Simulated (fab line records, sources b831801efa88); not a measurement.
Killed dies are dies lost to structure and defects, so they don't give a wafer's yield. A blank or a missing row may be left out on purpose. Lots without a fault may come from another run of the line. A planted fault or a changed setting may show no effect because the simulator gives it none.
Problem report in the 8D (eight disciplines) form, filled by code | flow sky130 | the parts of the form that need people (team, actions taken, sign-off) are left out

1. THE PROBLEM
POLY_GATE_OXIDATION_THK at SKY_POLY_GATE_THK_MEAS_21 reads a mean of 6.34 nm on 6 wafers of 2 lots; wafers without a fault read 3.99 nm with a standard deviation of 0.095. That is +25 standard deviations from the usual mean.
First seen on wafer L480.1, day 23 12:23, on film_metro-03. The record holds 36 wafers of 12 lots with a number at this step. Rule for "out", or "out of limits": more than 4 standard deviations from the usual mean. The other wafers with a number count as sound.

2. WHAT IT IS AND WHAT IT IS NOT
question                    | is                           | is not
which readings at this step | POLY_GATE_OXIDATION_THK      | -
which lots                  | L480, L482                   | L461, L463, L464, L466, L467, L468, L469, L470, L471, L476
which wafers of those lots  | all that have a number       | -
read on which gauges        | film_metro-03, film_metro-04 | film_metro-02
when                        | from day 23 12:23            | up to then (30 sound wafers)

3. SUSPECTS, AND WHAT RULES EACH OUT
Counting: a tool at a process step up to the reading stays a suspect if it ran every lot that is out and no sound lot after the first of them.
- the gauge at SKY_POLY_GATE_THK_MEAS_21: ruled out. The wafers that are out were read on 2 gauges (film_metro-03, film_metro-04).
- furnace-01 at SKY_POLY_GATE_OXIDATION_20 (stabilise 600 s, purge 300 s, target thk 4 nm): kept. It ran every lot that is out, first L480 (day 23 11:08), and no sound lot after that; its last sound lot up to then is L471 (day 20 04:10). Its own readings are out on those wafers: spike_tc_bottom_C, spike_tc_centre_C, spike_tc_lower_C, spike_tc_top_C, spike_tc_upper_C, tube_center_temp_C, tube_center_temp_C_max.
Left after counting: furnace-01 at SKY_POLY_GATE_OXIDATION_20.

4. THE CAUSE (what the simulator had put in)
Process parameter drift: furnace-01, from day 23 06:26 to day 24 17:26, at SKY_POLY_GATE_OXIDATION_20. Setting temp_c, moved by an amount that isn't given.
Counting left only this tool.

5. THE CHAIN OF EFFECTS, in route order
Each row: a reading whose mean over the struck wafers that have a number lies more than 3 standard deviations from the usual. Only readings for which the record gives a usual standard deviation are gone through. hours: the time from each lot's start at the first step in this table that gives one to its start at this step, as a median over the lots. sigmas: the change in usual standard deviations.
hours | step                       | reading                 | usual   | on struck wafers | change | sigmas
0     | SKY_POLY_GATE_OXIDATION_20 | spike_tc_bottom_C       | 869.3 C | 906.5            | +37.2  | +29
0     | SKY_POLY_GATE_OXIDATION_20 | spike_tc_centre_C       | 850.2 C | 888.0            | +37.8  | +38
0     | SKY_POLY_GATE_OXIDATION_20 | spike_tc_lower_C        | 849.6 C | 885.6            | +36.0  | +23
0     | SKY_POLY_GATE_OXIDATION_20 | spike_tc_top_C          | 864.2 C | 901.0            | +36.8  | +38
0     | SKY_POLY_GATE_OXIDATION_20 | spike_tc_upper_C        | 850.3 C | 887.5            | +37.2  | +38
0     | SKY_POLY_GATE_OXIDATION_20 | tube_center_temp_C      | 850 C   | 887              | +37    | +99 or more
0     | SKY_POLY_GATE_OXIDATION_20 | tube_center_temp_C_max  | 852.2   | 889.5            | +37.3  | +99 or more
0     | SKY_POLY_GATE_OXIDATION_20 | zone_power_upper_pct    | 16.8 %  | 19.0             | +2.2   | +3.3
1     | SKY_POLY_GATE_THK_MEAS_21  | POLY_GATE_OXIDATION_THK | 3.99 nm | 6.34             | +2.35  | +25
The process steps in it:
- SKY_POLY_GATE_OXIDATION_20: stabilise 600 s, purge 300 s, target thk 4 nm.

6. WHAT WOULD HAVE CAUGHT IT SOONER
In this record the first reading out of limits at a measuring or inspecting step was taken at day 23 12:23, 6 hours after the fault began at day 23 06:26.
The tool's own readings at SKY_POLY_GATE_OXIDATION_20 were out on every struck wafer that the step has a row for (spike_tc_bottom_C, spike_tc_centre_C, spike_tc_lower_C, spike_tc_top_C, spike_tc_upper_C, tube_center_temp_C, tube_center_temp_C_max): an alarm limit on them would have fired on the first of those.
Of the lots that are out (2), L482 began SKY_POLY_GATE_OXIDATION_20 on furnace-01 after day 23 12:23. A hold on the tool at that time would have spared it.
